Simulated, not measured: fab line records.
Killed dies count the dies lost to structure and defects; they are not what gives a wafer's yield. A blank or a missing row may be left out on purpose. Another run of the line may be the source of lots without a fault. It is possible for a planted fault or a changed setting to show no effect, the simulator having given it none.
Shared-tool check | flow gf180mcu | Sample size 13 lots and 39 wafers

## WHY THIS WAS OPENED
2 of 13 lots carry a flag on the reading MVPSD_TW at GF_MVPSD_TW_MEAS_11. Fault-free wafers read 551, with a standard deviation of 3.9.
Rule: a lot is flagged when every wafer of it that has a number lies more than 4 standard deviations from that mean, or none has a number. All remaining lots are regarded as sound.

lot  | measured     | on            | MVPSD_TW, wafer by wafer | flag
L874 | day 5 00:44  | film-metro-03 | 551 552 551              |
L875 | day 5 07:08  | film-metro-01 | 555 555 555              |
L878 | day 6 02:14  | film-metro-01 | 555 552 555              |
L879 | day 6 08:23  | film-metro-02 | 547 547 547              |
L882 | day 6 23:39  | film-metro-01 | 555 556 553              |
L883 | day 7 04:28  | film-metro-02 | 547 543 548              |
L884 | day 7 13:35  | film-metro-02 | 546 545 550              |
L885 | day 7 18:34  | film-metro-01 | 554 554 553              |
L886 | day 7 22:24  | film-metro-01 | 511 510 510              | FLAGGED
L889 | day 8 16:53  | film-metro-02 | 544 543 544              |
L890 | day 9 00:27  | film-metro-01 | 510 508 508              | FLAGGED
L896 | day 10 10:26 | film-metro-01 | 558 557 553              |
L897 | day 10 17:47 | film-metro-01 | 556 554 554              |
On average the flagged lots' numbers are 510, which is -42 against the usual, or -11 standard deviations.

## EACH LOT AND THE TOOL IT RAN ON
The record holds 1 process step before the reading, out of a route of 602 steps. Every cell lists first the tool, next ch and the chambers used by the sampled wafers, and last the start.
lot  | flag    | GF_MVPSD_IMPLANT_08
L874 |         | implanter-01 ch 0, day 5 00:20
L875 |         | implanter-02 ch 0, day 5 06:44
L878 |         | implanter-04 ch 0, day 6 01:50
L879 |         | implanter-01 ch 0, day 6 07:59
L882 |         | implanter-02 ch 0, day 6 23:16
L883 |         | implanter-04 ch 0, day 7 04:04
L884 |         | implanter-01 ch 0, day 7 13:11
L885 |         | implanter-01 ch 0, day 7 18:10
L886 | FLAGGED | implanter-01 ch 0, day 7 22:02
L889 |         | implanter-02 ch 0, day 8 16:29
L890 | FLAGGED | implanter-01 ch 0, day 9 00:05
L896 |         | implanter-02 ch 0, day 10 10:02
L897 |         | implanter-04 ch 0, day 10 17:24
What is done by these steps:
- GF_MVPSD_IMPLANT_08
- GF_MVPSD_TW_MEAS_11

## FLAGGED AGAINST TOTAL, ONE TOOL AT A TIME (gauges that did the reading follow at the end)
step                | tool          | lots run | flagged | share of the flagged lots | sound lots run after its first flagged lot
GF_MVPSD_IMPLANT_08 | implanter-01  | 6        | 2       | all                       | 0
GF_MVPSD_IMPLANT_08 | implanter-02  | 4        | 0       | none                      | -
GF_MVPSD_IMPLANT_08 | implanter-04  | 3        | 0       | none                      | -
GF_MVPSD_TW_MEAS_11 | film-metro-01 | 8        | 2       | all                       | 2 (L896,L897)
GF_MVPSD_TW_MEAS_11 | film-metro-02 | 4        | 0       | none                      | -
GF_MVPSD_TW_MEAS_11 | film-metro-03 | 1        | 0       | none                      | -

## WHAT THE TABLE PERMITS
Rows of the table that ran all the flagged lots, 2 in number: implanter-01 at GF_MVPSD_IMPLANT_08; film-metro-01 at GF_MVPSD_TW_MEAS_11.
- implanter-01 at GF_MVPSD_IMPLANT_08: 2 of its 6 lots flagged. Last sound lot L885 at day 7 18:10, first flagged lot L886 at day 7 22:02; a fault beginning in between fits. Its own readings (dose-ions-cm2, faraday-current-uA) fall more than 4 standard deviations out on all wafers of the flagged lots.
- film-metro-01 at GF_MVPSD_TW_MEAS_11: 2 of its 8 lots flagged. Sound lots followed the first flagged one (L896, L897) on it, something a lasting fault affecting the whole tool could not allow.
Left over: one tool, implanter-01 at GF_MVPSD_IMPLANT_08.

## WHAT THE SIMULATOR HAD INSERTED
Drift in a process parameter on implanter-01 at GF_MVPSD_IMPLANT_08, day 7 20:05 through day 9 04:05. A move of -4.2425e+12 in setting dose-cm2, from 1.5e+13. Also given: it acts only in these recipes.
Shown lots that were struck: L886, L890. The rule given above showed the same thing.
